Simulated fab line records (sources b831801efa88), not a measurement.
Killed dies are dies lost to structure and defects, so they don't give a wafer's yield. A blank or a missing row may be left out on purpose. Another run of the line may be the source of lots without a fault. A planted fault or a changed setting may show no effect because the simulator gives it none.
Which tool did it?	flow sky130	11 lots, 33 wafers sampled, at 3 steps of a route of 708

## WHAT EACH GAUGE READ, for each wafer
SKY_LDD_HVN_TW_MEAS_10.
lot	measured	on	LDD_HVN_TW
L300	day 21 00:32	filmMetro-04	1425 1424 1431
L301	day 21 08:35	filmMetro-04	1437 1426 1435
L302	day 21 23:23	filmMetro-04	1435 1435 1436
L304	day 22 11:35	filmMetro-04	1413 1418 1422
L306	day 23 09:28	filmMetro-03	1441 1446 1444
L308	day 24 11:09	filmMetro-03	1461 1457 1463
L309	day 24 13:44	filmMetro-02	1432 1430 1430
L310	day 24 19:37	filmMetro-04	30 30 30 29 30 30
L311	day 25 02:11	filmMetro-02	1431 1442 1426
L314	day 26 04:20	filmMetro-04	1422 1419 1429
L321	day 28 03:13	filmMetro-03	1437 1450 1449

## TOOL THAT RAN EACH LOT (tool first, then ch and the chambers of the sampled wafers, then the start)
lot	SKY_LDD_P_STRIP_10	SKY_LDD_HVN_STRIP_09
L300	plasmaAsher-02 ch 0,1, day 19 17:53	plasmaAsher-02 ch 0,1, day 21 00:27
L301	plasmaAsher-02 ch 0, day 20 02:08	plasmaAsher-03 ch 0,1, day 21 08:29
L302	plasmaAsher-04 ch 0,1, day 20 16:22	plasmaAsher-02 ch 0,1, day 21 23:17
L304	plasmaAsher-03 ch 0,1, day 21 04:19	plasmaAsher-03 ch 0,1, day 22 11:29
L306	plasmaAsher-02 ch 0,1, day 22 03:14	plasmaAsher-01 ch 0,1, day 23 09:22
L308	plasmaAsher-02 ch 1, day 23 05:42	plasmaAsher-01 ch 0,1, day 24 11:02
L309	plasmaAsher-04 ch 0,1, day 23 08:13	plasmaAsher-01 ch 0,1, day 24 13:38
L310	plasmaAsher-04 ch 0,1, day 23 13:30	plasmaAsher-03 ch 0,1, day 24 19:31
L311	plasmaAsher-02 ch 0, day 23 20:36	plasmaAsher-02 ch 0,1, day 25 02:05
L314	plasmaAsher-02 ch 0,1, day 24 22:45	plasmaAsher-01 ch 0,1, day 26 04:14
L321	plasmaAsher-04 ch 0,1, day 26 22:12	plasmaAsher-03 ch 0,1, day 28 03:07
- SKY_LDD_P_STRIP_10: strips in O2/N2.
- SKY_LDD_HVN_STRIP_09: strips in O2/N2.

## THE ANSWER, worked out from the rows above alone
Rule: usual is defined by the lots themselves. The widest of any qualifying gaps counts: lots, ordered by their means at a reading, are off when they make up no more than a third of the lots, leave a main group of 4 or more, and stand apart from it by 3 or more times the standard deviation of that group's means. If all means in a main group match to the digits the tables above print for the reading, that group is not used. Also off: a lot with no number at a reading for which 4 or more lots have one. Any other lot the step has rows for is counted as sound.
Off: L310, at SKY_LDD_HVN_TW_MEAS_10 (LDD_HVN_TW). For the main group the mean is 1435 and the standard deviation 12.
A tool fits if, at a process step before that reading, it ran every lot that is off, and no sound lot after the first of them. Gauges at SKY_LDD_HVN_TW_MEAS_10: tried the same way as those tools. Of those tried, none fits.

## WHAT THE SIMULATOR PUT IN
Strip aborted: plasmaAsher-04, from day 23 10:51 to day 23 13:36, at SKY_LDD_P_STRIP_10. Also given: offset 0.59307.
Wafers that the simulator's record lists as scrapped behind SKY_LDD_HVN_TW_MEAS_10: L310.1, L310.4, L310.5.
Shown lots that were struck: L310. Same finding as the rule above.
